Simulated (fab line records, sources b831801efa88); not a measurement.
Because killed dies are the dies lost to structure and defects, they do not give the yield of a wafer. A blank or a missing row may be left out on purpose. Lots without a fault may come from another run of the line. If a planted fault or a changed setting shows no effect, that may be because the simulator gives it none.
Which of the tools did it? || flow sky130 || 42 wafers from 14 lots sampled at 3 of the route's 708 steps

== WHAT THE GAUGES SHOWED, per wafer ==
SKY_SD_N_RS_MEAS_18: the measuring method here is four-point-probe. Usual: RES_XHIGH_RS typically reads 333.2 ohm/sq, with standard deviation 1.3.
{"lot": "L403", "measured": "day 28 03:38", "on": "film_metro-02", "RES_XHIGH_RS (ohm/sq)": "332.1 332.3 332.8", "flag": ""}
{"lot": "L404", "measured": "day 28 08:15", "on": "film_metro-04", "RES_XHIGH_RS (ohm/sq)": "333.3 334.2 333.2", "flag": ""}
{"lot": "L407", "measured": "day 29 04:39", "on": "film_metro-02", "RES_XHIGH_RS (ohm/sq)": "334.0 335.1 334.7", "flag": ""}
{"lot": "L406", "measured": "day 29 05:14", "on": "film_metro-02", "RES_XHIGH_RS (ohm/sq)": "333.4 332.7 334.2", "flag": ""}
{"lot": "L409", "measured": "day 30 05:44", "on": "film_metro-02", "RES_XHIGH_RS (ohm/sq)": "332.1 331.2 332.8", "flag": ""}
{"lot": "L410", "measured": "day 30 16:47", "on": "film_metro-01", "RES_XHIGH_RS (ohm/sq)": "332.9 331.5 332.4", "flag": ""}
{"lot": "L412", "measured": "day 31 05:54", "on": "film_metro-01", "RES_XHIGH_RS (ohm/sq)": "331.5 330.4 331.9", "flag": ""}
{"lot": "L413", "measured": "day 31 11:30", "on": "film_metro-02", "RES_XHIGH_RS (ohm/sq)": "332.0 332.4 332.6", "flag": ""}
{"lot": "L415", "measured": "day 32 02:05", "on": "film_metro-04", "RES_XHIGH_RS (ohm/sq)": "333.8 333.0 334.4", "flag": ""}
{"lot": "L420", "measured": "day 34 05:06", "on": "film_metro-02", "RES_XHIGH_RS (ohm/sq)": "333.2 332.7 333.5", "flag": ""}
{"lot": "L423", "measured": "day 34 12:17", "on": "film_metro-04", "RES_XHIGH_RS (ohm/sq)": "332.7 334.5 335.5", "flag": ""}
{"lot": "L424", "measured": "day 34 22:44", "on": "film_metro-01", "RES_XHIGH_RS (ohm/sq)": "334.1 333.0 332.6", "flag": ""}
{"lot": "L425", "measured": "day 35 04:15", "on": "film_metro-04", "RES_XHIGH_RS (ohm/sq)": "333.0 333.2 332.6", "flag": ""}
{"lot": "L426", "measured": "day 35 15:03", "on": "film_metro-04", "RES_XHIGH_RS (ohm/sq)": "334.6 334.6 334.4", "flag": ""}

SKY_LI_CONTACT_BOW_MEAS_03. Usual: LI_CONTACT_BOW typically reads 56 um, with standard deviation 7.2.
{"lot": "L403", "measured": "day 28 04:14", "on": "film_metro-02", "LI_CONTACT_BOW (um)": "50 60 59", "flag": ""}
{"lot": "L404", "measured": "day 28 08:52", "on": "film_metro-01", "LI_CONTACT_BOW (um)": "56 55 46", "flag": ""}
{"lot": "L407", "measured": "day 29 05:14", "on": "film_metro-01", "LI_CONTACT_BOW (um)": "57 46 68", "flag": ""}
{"lot": "L406", "measured": "day 29 05:49", "on": "film_metro-04", "LI_CONTACT_BOW (um)": "50 57 50", "flag": ""}
{"lot": "L409", "measured": "day 30 06:20", "on": "film_metro-01", "LI_CONTACT_BOW (um)": "61 63 66", "flag": ""}
{"lot": "L410", "measured": "day 30 17:22", "on": "film_metro-01", "LI_CONTACT_BOW (um)": "53 47 65", "flag": ""}
{"lot": "L412", "measured": "day 31 06:30", "on": "film_metro-01", "LI_CONTACT_BOW (um)": "63 58 53", "flag": ""}
{"lot": "L413", "measured": "day 31 12:05", "on": "film_metro-02", "LI_CONTACT_BOW (um)": "66 62 60", "flag": ""}
{"lot": "L415", "measured": "day 32 02:46", "on": "film_metro-02", "LI_CONTACT_BOW (um)": "52 50 59", "flag": ""}
{"lot": "L420", "measured": "day 34 05:42", "on": "film_metro-01", "LI_CONTACT_BOW (um)": "51 56 50", "flag": ""}
{"lot": "L423", "measured": "day 34 12:53", "on": "film_metro-04", "LI_CONTACT_BOW (um)": "54 65 52", "flag": ""}
{"lot": "L424", "measured": "day 34 23:20", "on": "film_metro-02", "LI_CONTACT_BOW (um)": "49 50 46", "flag": ""}
{"lot": "L425", "measured": "day 35 04:51", "on": "film_metro-04", "LI_CONTACT_BOW (um)": "49 60 59", "flag": ""}
{"lot": "L426", "measured": "day 35 15:41", "on": "film_metro-01", "LI_CONTACT_BOW (um)": "62 71 69", "flag": ""}

== EACH LOT AND THE TOOL THAT RAN IT (in order: tool; ch and the chambers of the sampled wafers; start) ==
{"lot": "L403", "SKY_POLY_GATE_ETCH_15": "rie_diel-04 ch 1,3, day 16 14:43"}
{"lot": "L404", "SKY_POLY_GATE_ETCH_15": "rie_diel-02 ch 1,2, day 16 20:38"}
{"lot": "L407", "SKY_POLY_GATE_ETCH_15": "rie_diel-02 ch 0,1, day 17 12:40"}
{"lot": "L406", "SKY_POLY_GATE_ETCH_15": "rie_diel-04 ch 0,2,3, day 17 13:01"}
{"lot": "L409", "SKY_POLY_GATE_ETCH_15": "rie_diel-02 ch 1,2,3, day 18 17:49"}
{"lot": "L410", "SKY_POLY_GATE_ETCH_15": "rie_diel-04 ch 0,3, day 19 06:31"}
{"lot": "L412", "SKY_POLY_GATE_ETCH_15": "rie_diel-04 ch 2,3, day 19 21:53"}
{"lot": "L413", "SKY_POLY_GATE_ETCH_15": "rie_diel-02 ch 0,1, day 20 03:05"}
{"lot": "L415", "SKY_POLY_GATE_ETCH_15": "rie_diel-04 ch 0,1, day 20 20:17"}
{"lot": "L420", "SKY_POLY_GATE_ETCH_15": "rie_diel-04 ch 0,2,3, day 23 02:22"}
{"lot": "L423", "SKY_POLY_GATE_ETCH_15": "rie_diel-01 ch 0,1, day 23 12:46"}
{"lot": "L424", "SKY_POLY_GATE_ETCH_15": "rie_diel-01 ch 0,2, day 24 01:22"}
{"lot": "L425", "SKY_POLY_GATE_ETCH_15": "rie_diel-04 ch 1,2,3, day 24 05:01"}
{"lot": "L426", "SKY_POLY_GATE_ETCH_15": "rie_diel-01 ch 0,2,3, day 24 17:31"}
- SKY_POLY_GATE_ETCH_15: etches BARC in N2/H2, stops on SiO2, time 118.5 s, target depth 110 nm.

== WHAT THE TOOLS THEMSELVES READ (means of the sampled wafers that have a number; where no wafer has one, the mark that the record gives instead) ==
SKY_POLY_GATE_ETCH_15. Usual: chamber_pressure_mTorr 30.00 mTorr, standard deviation 0.032; drypump_motor_current_A 5.7 A, standard deviation 0.52; oes_product_au 0.717 a.u., standard deviation 0.0046; throttle_valve_pct 13.213 %, standard deviation 0.0084.
{"lot": "L403", "tool": "rie_diel-04", "chamber_pressure_mTorr (mTorr)": 30.05, "drypump_motor_current_A (A)": 5.2, "oes_product_au (a.u.)": 0.713, "throttle_valve_pct (%)": 13.210, "flag": ""}
{"lot": "L404", "tool": "rie_diel-02", "chamber_pressure_mTorr (mTorr)": 29.98, "drypump_motor_current_A (A)": 5.2, "oes_product_au (a.u.)": 0.722, "throttle_valve_pct (%)": 13.215, "flag": ""}
{"lot": "L407", "tool": "rie_diel-02", "chamber_pressure_mTorr (mTorr)": 30.00, "drypump_motor_current_A (A)": 5.5, "oes_product_au (a.u.)": 0.718, "throttle_valve_pct (%)": 13.218, "flag": ""}
{"lot": "L406", "tool": "rie_diel-04", "chamber_pressure_mTorr (mTorr)": 29.98, "drypump_motor_current_A (A)": 5.7, "oes_product_au (a.u.)": 0.715, "throttle_valve_pct (%)": 13.211, "flag": ""}
{"lot": "L409", "tool": "rie_diel-02", "chamber_pressure_mTorr (mTorr)": 30.03, "drypump_motor_current_A (A)": 5.4, "oes_product_au (a.u.)": 0.712, "throttle_valve_pct (%)": 13.212, "flag": ""}
{"lot": "L410", "tool": "rie_diel-04", "chamber_pressure_mTorr (mTorr)": 30.00, "drypump_motor_current_A (A)": 5.5, "oes_product_au (a.u.)": 0.715, "throttle_valve_pct (%)": 13.212, "flag": ""}
{"lot": "L412", "tool": "rie_diel-04", "chamber_pressure_mTorr (mTorr)": 30.01, "drypump_motor_current_A (A)": 5.5, "oes_product_au (a.u.)": 0.716, "throttle_valve_pct (%)": 13.206, "flag": ""}
{"lot": "L413", "tool": "rie_diel-02", "chamber_pressure_mTorr (mTorr)": 29.99, "drypump_motor_current_A (A)": 5.9, "oes_product_au (a.u.)": 0.713, "throttle_valve_pct (%)": 13.211, "flag": ""}
{"lot": "L415", "tool": "rie_diel-04", "chamber_pressure_mTorr (mTorr)": 30.01, "drypump_motor_current_A (A)": 5.7, "oes_product_au (a.u.)": 0.716, "throttle_valve_pct (%)": 13.217, "flag": ""}
{"lot": "L420", "tool": "rie_diel-04", "chamber_pressure_mTorr (mTorr)": 30.01, "drypump_motor_current_A (A)": 5.7, "oes_product_au (a.u.)": 0.718, "throttle_valve_pct (%)": 13.213, "flag": ""}
{"lot": "L423", "tool": "rie_diel-01", "chamber_pressure_mTorr (mTorr)": 29.98, "drypump_motor_current_A (A)": 5.5, "oes_product_au (a.u.)": 0.717, "throttle_valve_pct (%)": 13.218, "flag": ""}
{"lot": "L424", "tool": "rie_diel-01", "chamber_pressure_mTorr (mTorr)": 30.00, "drypump_motor_current_A (A)": 6.3, "oes_product_au (a.u.)": 0.715, "throttle_valve_pct (%)": 13.215, "flag": ""}
{"lot": "L425", "tool": "rie_diel-04", "chamber_pressure_mTorr (mTorr)": 29.99, "drypump_motor_current_A (A)": 5.4, "oes_product_au (a.u.)": 0.718, "throttle_valve_pct (%)": 13.214, "flag": ""}
{"lot": "L426", "tool": "rie_diel-01", "chamber_pressure_mTorr (mTorr)": 29.97, "drypump_motor_current_A (A)": 6.4, "oes_product_au (a.u.)": 0.718, "throttle_valve_pct (%)": 13.216, "flag": ""}

== THE ANSWER, worked out from the rows above alone ==
Rule: take the mean of a lot's wafers that have a number; if it is more than 3 standard deviations from the usual mean, the lot is off. A lot without any number at a reading at which 4 lots or more have one is off too. All remaining lots with rows at the step are treated as sound. Order of review: gauges by route order, followed by the tools' own readings, for which a lot's mean as printed above is used. At the first step where some lot is off, the reading lying furthest off is the one used; lots without a number count as furthest.
No lot is off at any reading shown: from this, nothing can be told.

== WHAT HAD BEEN PUT IN BY THE SIMULATOR ==
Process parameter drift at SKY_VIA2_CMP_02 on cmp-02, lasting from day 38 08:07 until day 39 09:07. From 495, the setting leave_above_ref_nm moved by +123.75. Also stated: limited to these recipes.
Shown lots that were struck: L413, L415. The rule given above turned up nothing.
